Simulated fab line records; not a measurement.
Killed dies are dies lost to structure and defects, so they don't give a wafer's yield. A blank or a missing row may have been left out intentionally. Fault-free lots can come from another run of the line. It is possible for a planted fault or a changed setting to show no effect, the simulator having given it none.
A single fault, viewed from 2 desks ; flow gf180mcu ; each desk holds nothing but its own numbers, with what lay behind them at the end

## AT THE METROLOGY DESK
Means of the sampled wafers that have a number, per lot and without regard to the tool the lot ran on: this is what the gauges read. If a lot's mean is further than 4 standard deviations from the usual mean, the lot is out of limits and carries the mark OUT (the distance appears in the brackets).
Columns: A = cdNm at GF_CONTACT_CD_MEAS_14, usual 220.3 nm; B = M1_ALCU_THK at GF_M1_THK_MEAS_06, usual 452 nm
lot;first seen here;A;B
L625;day 16 09:19;219.9;452
L626;day 16 14:10;221.3;451
L627;day 16 21:34;220.3;459
L628;day 17 07:41;221.7;457
L636;day 20 09:32;215.5;449
L640;day 21 16:36;221.0;452
L641;day 22 01:31;222.3;457
L642;day 22 15:57;220.0;450
L643;day 22 20:34;221.9;448
L644;day 23 04:52;218.3;448
L645;day 23 13:09;220.1;459
L646;day 23 23:16;217.6;451
L647;day 24 01:25;219.8;450
This desk's finding: nothing out of limits on any of the 13 lots.

## DESK OF THE TOOL OWNER: krfScanner-01
The tool's own readings at GF_CONTACT_EXPOSE_11 (exposes mask Contact, target cd 220 nm): means of the sampled wafers that have a number, for each lot that ran on this tool. If a lot's mean is further than 4 standard deviations from the usual mean, the lot is out of limits and carries the mark OUT (the distance appears in the brackets).
Columns: A = reticleTempC at GF_CONTACT_EXPOSE_11, usual 23.00 C
lot;first seen here;A
L625;day 15 22:34;23.12
L626;day 16 03:25;23.00
L627;day 16 10:05;23.06
L636;day 19 21:37;22.87
L643;day 22 09:03;23.18
L644;day 22 17:34;22.87
This desk's finding: nothing out of limits on any of the 6 lots.

## BROUGHT TOGETHER
Nothing out of limits was seen by the metrology desk.
Nothing out of limits was seen by the tool owner's desk.

## WHAT HAD BEEN PUT IN BY THE SIMULATOR
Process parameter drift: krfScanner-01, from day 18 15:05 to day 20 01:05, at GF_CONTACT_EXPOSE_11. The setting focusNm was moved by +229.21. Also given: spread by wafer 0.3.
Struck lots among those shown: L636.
